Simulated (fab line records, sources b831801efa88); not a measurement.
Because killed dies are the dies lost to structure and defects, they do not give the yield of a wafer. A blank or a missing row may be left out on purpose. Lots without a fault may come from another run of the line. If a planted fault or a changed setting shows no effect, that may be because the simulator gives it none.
The tool behind it: which one? ; flow sky130 ; 11 lots with 33 wafers sampled at 4 steps, on a route of 708 steps

== WHAT EACH GAUGE READ, for each wafer ==
The record lacks any reading of a measuring or inspecting step that a usual standard deviation could be used to judge.

== WHICH TOOL RAN EACH LOT (tool, then ch and the chambers of the sampled wafers, then the start) ==
lot;SKY_METAL2_STRIP_20;SKY_VIA2_STRIP_16;SKY_METAL3_SPUTTER_03;SKY_METAL3_ETCH_17
L633;plasma-asher-03 ch 0,1, day 35 19:31;plasma-asher-01 ch 0,1, day 36 21:58;pvd-sputter-04, day 36 23:19;rie-diel-03 ch 0,1,2, day 39 01:52
L635;plasma-asher-03 ch 0,1, day 36 09:13;plasma-asher-02 ch 0,1, day 37 11:58;pvd-sputter-04, day 37 13:22;rie-diel-03 ch 0,1, day 39 15:19
L636;plasma-asher-01 ch 0,1, day 36 17:39;plasma-asher-04 ch 0,1, day 37 21:17;pvd-sputter-04, day 37 22:40;rie-diel-03 ch 0,2, day 40 00:02
L637;plasma-asher-03 ch 0,1, day 36 21:50;plasma-asher-04 ch 0,1, day 38 00:13;pvd-sputter-03, day 38 01:34;rie-diel-01 ch 2,3, day 40 03:12
L638;plasma-asher-01 ch 0,1, day 37 05:55;plasma-asher-01 ch 0,1, day 38 08:41;pvd-sputter-04, day 38 10:02;rie-diel-04 ch 0,2,3, day 40 11:13
L642;plasma-asher-02 ch 0,1, day 38 04:16;plasma-asher-01 ch 0,1, day 39 05:20;pvd-sputter-04, day 39 06:43;rie-diel-04 ch 1,2,3, day 41 08:54
L643;plasma-asher-02 ch 0,1, day 38 08:17;plasma-asher-02 ch 0,1, day 39 09:55;pvd-sputter-03, day 39 11:14;rie-diel-01 ch 1,2, day 41 14:15
L653;plasma-asher-01 ch 0,1, day 41 08:36;plasma-asher-04 ch 0,1, day 42 10:34;pvd-sputter-04, day 42 11:55;rie-diel-04 ch 1,2, day 44 10:58
L654;plasma-asher-02 ch 0,1, day 41 11:13;plasma-asher-02 ch 0,1, day 42 11:37;pvd-sputter-02, day 42 12:58;rie-diel-01 ch 0,1,3, day 44 11:50
L655;plasma-asher-01 ch 0, day 41 14:57;plasma-asher-04 ch 1, day 42 16:22;pvd-sputter-03, day 42 17:47;rie-diel-01 ch 1,3, day 44 17:23
L656;plasma-asher-01 ch 0,1, day 41 17:20;plasma-asher-01 ch 0,1, day 42 18:35;pvd-sputter-02, day 42 19:56;rie-diel-01 ch 2,3, day 44 18:34
- SKY_METAL2_STRIP_20: strips in O2/N2.
- SKY_VIA2_STRIP_16: strips in O2/N2.
- SKY_METAL3_SPUTTER_03: material Ti, target thk 5 nm, time 3.3 s.
- SKY_METAL3_ETCH_17: etches SiO2 in C4F8/O2/Ar, stops on TiN, time 3.9 s, target depth 15 nm.

== WHAT THE TOOLS THEMSELVES READ (means of the sampled wafers that have a number; where no wafer has one, the mark that the record gives instead) ==
SKY_METAL2_STRIP_20. Usual: drypump-motor-current-A 5.8 A, standard deviation 0.31; oes-product-au 0.346 a.u., standard deviation 0.0052; strip-time-to-endpoint-s 2.76 s, standard deviation 0.04.
lot;tool;drypump-motor-current-A (A);oes-product-au (a.u.);strip-time-to-endpoint-s (s);flag
L633;plasma-asher-03;5.3;0.348;2.74;
L635;plasma-asher-03;5.3;0.346;2.73;
L636;plasma-asher-01;5.8;0.343;2.72;
L637;plasma-asher-03;5.4;0.348;2.80;
L638;plasma-asher-01;5.8;0.347;2.78;
L642;plasma-asher-02;6.0;0.346;2.77;
L643;plasma-asher-02;5.9;0.348;2.77;
L653;plasma-asher-01;6.0;0.342;2.71;
L654;plasma-asher-02;5.8;0.346;2.78;
L655;plasma-asher-01;6.2;0.347;2.72;
L656;plasma-asher-01;5.8;0.343;2.77;

SKY_VIA2_STRIP_16. Usual: drypump-motor-current-A 5.8 A, standard deviation 0.43; oes-product-au 0.399 a.u., standard deviation 0.0047; strip-time-to-endpoint-s 4.056 s, standard deviation 0.026.
lot;tool;drypump-motor-current-A (A);oes-product-au (a.u.);strip-time-to-endpoint-s (s);flag
L633;plasma-asher-01;5.8;0.396;4.047;
L635;plasma-asher-02;5.8;0.396;4.081;
L636;plasma-asher-04;5.8;0.394;4.076;
L637;plasma-asher-04;5.7;0.395;4.018;
L638;plasma-asher-01;6.0;0.404;4.070;
L642;plasma-asher-01;5.8;0.403;4.062;
L643;plasma-asher-02;6.0;0.396;4.066;
L653;plasma-asher-04;5.8;0.396;4.064;
L654;plasma-asher-02;5.9;0.403;4.067;
L655;plasma-asher-04;4.8;0.398;4.097;
L656;plasma-asher-01;6.0;0.397;4.057;

SKY_METAL3_SPUTTER_03. Usual: 30.2 % for throttle-valve-pct, sd 0.99.
lot;tool;throttle-valve-pct (%);flag
L633;pvd-sputter-04;30.8;
L635;pvd-sputter-04;30.8;
L636;pvd-sputter-04;30.5;
L637;pvd-sputter-03;30.5;
L638;pvd-sputter-04;30.2;
L642;pvd-sputter-04;30.7;
L643;pvd-sputter-03;30.4;
L653;pvd-sputter-04;30.0;
L654;pvd-sputter-02;28.1;
L655;pvd-sputter-03;29.6;
L656;pvd-sputter-02;30.7;

SKY_METAL3_ETCH_17. Usual: bias-w 1200 W, standard deviation 3.1; oes-product-au 0.752 a.u., standard deviation 0.0075.
lot;tool;bias-w (W);oes-product-au (a.u.);flag
L633;rie-diel-03;1201;0.748;
L635;rie-diel-03;1198;0.750;
L636;rie-diel-03;1202;0.749;
L637;rie-diel-01;1200;0.747;
L638;rie-diel-04;1198;0.750;
L642;rie-diel-04;1202;0.752;
L643;rie-diel-01;1168;0.756;OFF
L653;rie-diel-04;1202;0.760;
L654;rie-diel-01;1201;0.757;
L655;rie-diel-01;1200;0.758;
L656;rie-diel-01;1196;0.759;

== THE ANSWER, worked out from the rows above alone ==
Rule: a lot is off if the mean of its wafers that have a number lies more than 3 standard deviations from the usual mean. Also off: a lot with no number at a reading for which 4 or more lots have one. Any other lot the step has rows for is counted as sound. First the gauges in route order, then the tools' own readings, where a lot's mean is used as printed above. The first step at which some lot is off is used, and at that step the reading that is off furthest; a lot without a number counts as furthest.
Off: L643 (SKY_METAL3_ETCH_17, bias-w).
If a tool, at that step or one of the process steps before it, ran each lot that is off and ran no sound lot following the first of them, it fits. Not one of the candidates tried fits.

== WHAT THE SIMULATOR HAD PUT IN ==
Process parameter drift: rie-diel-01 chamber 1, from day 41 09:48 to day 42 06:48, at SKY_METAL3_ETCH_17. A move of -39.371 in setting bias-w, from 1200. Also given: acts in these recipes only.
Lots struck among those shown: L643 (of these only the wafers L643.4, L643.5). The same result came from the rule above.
